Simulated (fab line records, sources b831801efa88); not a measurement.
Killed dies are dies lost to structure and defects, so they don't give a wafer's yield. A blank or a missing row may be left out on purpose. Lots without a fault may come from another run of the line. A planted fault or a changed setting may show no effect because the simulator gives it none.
Which tool did it? | flow gf180mcu | 13 lots, 39 wafers sampled, at 5 steps of a route of 602

WHAT THE GAUGES READ, wafer by wafer
GF_HV_LDD_TW_MEAS_38. Usual: HV_LDD_3_TW 1443, standard deviation 13.
lot  | measured     | on            | HV_LDD_3_TW    | flag
L861 | day 11 12:32 | film_metro-01 | 1455 1458 1464 |
L862 | day 11 20:06 | film_metro-03 | 1436 1434 1434 |
L863 | day 12 04:34 | film_metro-03 | 1430 1426 1426 |
L864 | day 12 10:35 | film_metro-04 | 1439 1435 1441 |
L865 | day 12 17:07 | film_metro-03 | 1429 1423 1421 |
L866 | day 13 02:09 | film_metro-03 | 1424 1434 1430 |
L867 | day 13 10:25 | film_metro-03 | 1428 1433 1431 |
L868 | day 13 19:15 | film_metro-01 | 1461 1453 1471 |
L869 | day 14 04:58 | film_metro-04 | 1451 1448 1444 |
L870 | day 14 12:34 | film_metro-01 | 1468 1456 1471 |
L878 | day 17 05:08 | film_metro-01 | 1465 1457 1460 |
L879 | day 17 11:25 | film_metro-04 | 1429 1445 1432 |
L883 | day 18 17:55 | film_metro-04 | 1438 1440 1437 |

GF_NSD_CD_MEAS_07: target cd 400 nm. Usual: cd_nm 400.5 nm, standard deviation 1.9.
lot  | measured     | on        | cd_nm (nm)        | flag
L861 | day 13 05:17 | cd_sem-02 | 398.3 400.0 398.4 |
L862 | day 13 13:28 | cd_sem-02 | 401.1 403.3 403.0 |
L863 | day 13 23:47 | cd_sem-01 | 400.9 400.1 400.4 |
L864 | day 14 06:29 | cd_sem-02 | 403.1 400.6 401.8 |
L865 | day 14 13:16 | cd_sem-01 | 401.6 397.9 399.1 |
L866 | day 14 22:53 | cd_sem-01 | 397.3 398.0 399.8 |
L867 | day 15 07:55 | cd_sem-01 | 401.7 400.1 400.2 |
L868 | day 15 18:01 | cd_sem-01 | 401.2 400.1 401.5 |
L869 | day 16 03:45 | cd_sem-02 | 400.7 402.5 399.8 |
L870 | day 16 12:32 | cd_sem-01 | 401.0 399.9 401.4 |
L878 | day 19 07:33 | cd_sem-02 | 399.0 400.9 403.0 |
L879 | day 19 14:40 | cd_sem-01 | 404.0 401.7 402.7 |
L883 | day 20 21:29 | cd_sem-02 | 400.5 400.4 401.0 |

GF_PSD_RS_MEAS_14: measures by four-point-probe. Usual: NSD_RS 46.10 ohm/sq, standard deviation 0.085.
lot  | measured     | on            | NSD_RS (ohm/sq)   | flag
L861 | day 14 02:35 | film_metro-03 | 46.12 46.02 46.02 |
L862 | day 14 11:04 | film_metro-02 | 45.99 45.97 46.10 |
L863 | day 14 21:23 | film_metro-04 | 46.15 46.06 46.10 |
L864 | day 15 05:19 | film_metro-04 | 46.18 46.12 46.25 |
L865 | day 15 11:57 | film_metro-04 | 46.06 46.12 46.13 |
L866 | day 15 21:44 | film_metro-02 | 46.00 46.07 46.05 |
L867 | day 16 07:09 | film_metro-03 | 46.08 46.22 46.13 |
L868 | day 16 18:03 | film_metro-04 | 46.11 46.05 46.06 |
L869 | day 17 04:02 | film_metro-03 | 45.99 45.96 45.94 |
L870 | day 17 12:16 | film_metro-03 | 46.06 46.17 46.02 |
L878 | day 20 08:36 | film_metro-02 | 47.60 47.54 47.64 | OFF
L879 | day 20 15:28 | film_metro-04 | 47.60 47.65 47.60 | OFF
L883 | day 21 22:17 | film_metro-02 | 46.08 46.18 46.12 |

GF_PSD_RS_MEAS_15: measures by four-point-probe. Usual: PSD_RS 108.53 ohm/sq, standard deviation 0.27.
lot  | measured     | on            | PSD_RS (ohm/sq)      | flag
L861 | day 14 02:42 | film_metro-03 | 108.45 108.69 108.40 |
L862 | day 14 11:11 | film_metro-02 | 108.23 108.21 108.32 |
L863 | day 14 21:30 | film_metro-04 | 108.96 108.63 108.50 |
L864 | day 15 05:26 | film_metro-04 | 108.55 108.25 108.35 |
L865 | day 15 12:04 | film_metro-04 | 108.71 108.33 108.40 |
L866 | day 15 21:51 | film_metro-02 | 108.45 108.93 108.63 |
L867 | day 16 07:16 | film_metro-03 | 108.65 108.96 108.67 |
L868 | day 16 18:10 | film_metro-04 | 108.09 108.01 108.14 |
L869 | day 17 04:10 | film_metro-03 | 108.44 108.31 107.93 |
L870 | day 17 12:23 | film_metro-03 | 108.62 108.90 108.89 |
L878 | day 20 08:43 | film_metro-02 | 115.77 116.09 115.50 | OFF
L879 | day 20 15:35 | film_metro-04 | 116.11 116.11 116.12 | OFF
L883 | day 21 22:25 | film_metro-02 | 108.88 108.79 108.05 |

WHICH TOOL RAN EACH LOT (tool, then ch and the chambers of the sampled wafers, then the start)
lot  | GF_PSD_RTA_13
L861 | rtp_anneal-01 ch 0, day 14 02:29
L862 | rtp_anneal-02 ch 0, day 14 10:58
L863 | rtp_anneal-01 ch 0, day 14 21:17
L864 | rtp_anneal-02 ch 0, day 15 05:14
L865 | rtp_anneal-02 ch 0, day 15 11:52
L866 | rtp_anneal-01 ch 0, day 15 21:38
L867 | rtp_anneal-01 ch 0, day 16 07:04
L868 | rtp_anneal-01 ch 0, day 16 17:58
L869 | rtp_anneal-01 ch 0, day 17 03:57
L870 | rtp_anneal-01 ch 0, day 17 12:10
L878 | rtp_anneal-02 ch 0, day 20 08:31
L879 | rtp_anneal-02 ch 0, day 20 15:22
L883 | rtp_anneal-01 ch 0, day 21 22:11
- GF_PSD_RTA_13: time 20 s.

WHAT THE TOOLS THEMSELVES READ (means of the sampled wafers that have a number; where no wafer has one, the mark that the record gives instead)
GF_PSD_RTA_13. Usual: lamp_power_pct 31.20 %, standard deviation 0.035; wafer_temp_C_max 1031.2, standard deviation 2.2.
lot  | tool          | lamp_power_pct (%) | wafer_temp_C_max | flag
L861 | rtp_anneal-01 | 31.17              | 1030.7           |
L862 | rtp_anneal-02 | 31.18              | 1033.0           |
L863 | rtp_anneal-01 | 31.16              | 1029.3           |
L864 | rtp_anneal-02 | 31.19              | 1032.6           |
L865 | rtp_anneal-02 | 31.25              | 1032.7           |
L866 | rtp_anneal-01 | 31.18              | 1029.2           |
L867 | rtp_anneal-01 | 31.19              | 1029.0           |
L868 | rtp_anneal-01 | 31.21              | 1029.6           |
L869 | rtp_anneal-01 | 31.19              | 1029.6           |
L870 | rtp_anneal-01 | 31.19              | 1028.5           |
L878 | rtp_anneal-02 | 30.28              | 1021.1           | OFF
L879 | rtp_anneal-02 | 30.30              | 1021.6           | OFF
L883 | rtp_anneal-01 | 31.18              | 1030.6           |

THE ANSWER, worked out from the rows above alone
Rule: a lot is off if the mean of its wafers that have a number lies more than 3 standard deviations from the usual mean. A lot without any number at a reading at which 4 lots or more have one is off too. The other lots that the step has rows for count as sound. The gauges are gone through in route order, then the tools' own readings, and for those a lot's mean is taken as printed above. The first step at which some lot is off is used, and at that step the reading that is off furthest; a lot without a number counts as furthest.
Off: L878, L879, at GF_PSD_RS_MEAS_14 (NSD_RS).
A tool fits if, at a process step before that reading, it ran every lot that is off, and no sound lot after the first of them. The gauges at GF_PSD_RS_MEAS_14 aren't tried: what is off there is off at GF_PSD_RTA_13 too, on other tools, and a gauge's error can't cause that. One fits: rtp_anneal-02 at GF_PSD_RTA_13. Its last sound lot is L865 (day 15 11:52), its first lot that is off L878 (day 20 08:31): a fault that began between those two fits.
The tool's own readings at GF_PSD_RTA_13 bear it out: on the lots that are off they differ by more than 5 times the standard deviation of the sound lots' means. lamp_power_pct reads 30.29 % there against 31.19 % on the sound lots; wafer_temp_C_max reads 1021.4 there against 1030.4 on the sound lots.

WHAT THE SIMULATOR HAD PUT IN
Process parameter drift: rtp_anneal-02, from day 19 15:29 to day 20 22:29, at GF_PSD_RTA_13. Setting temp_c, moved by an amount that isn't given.
Lots struck among those shown: L878, L879. The rule above found the same.
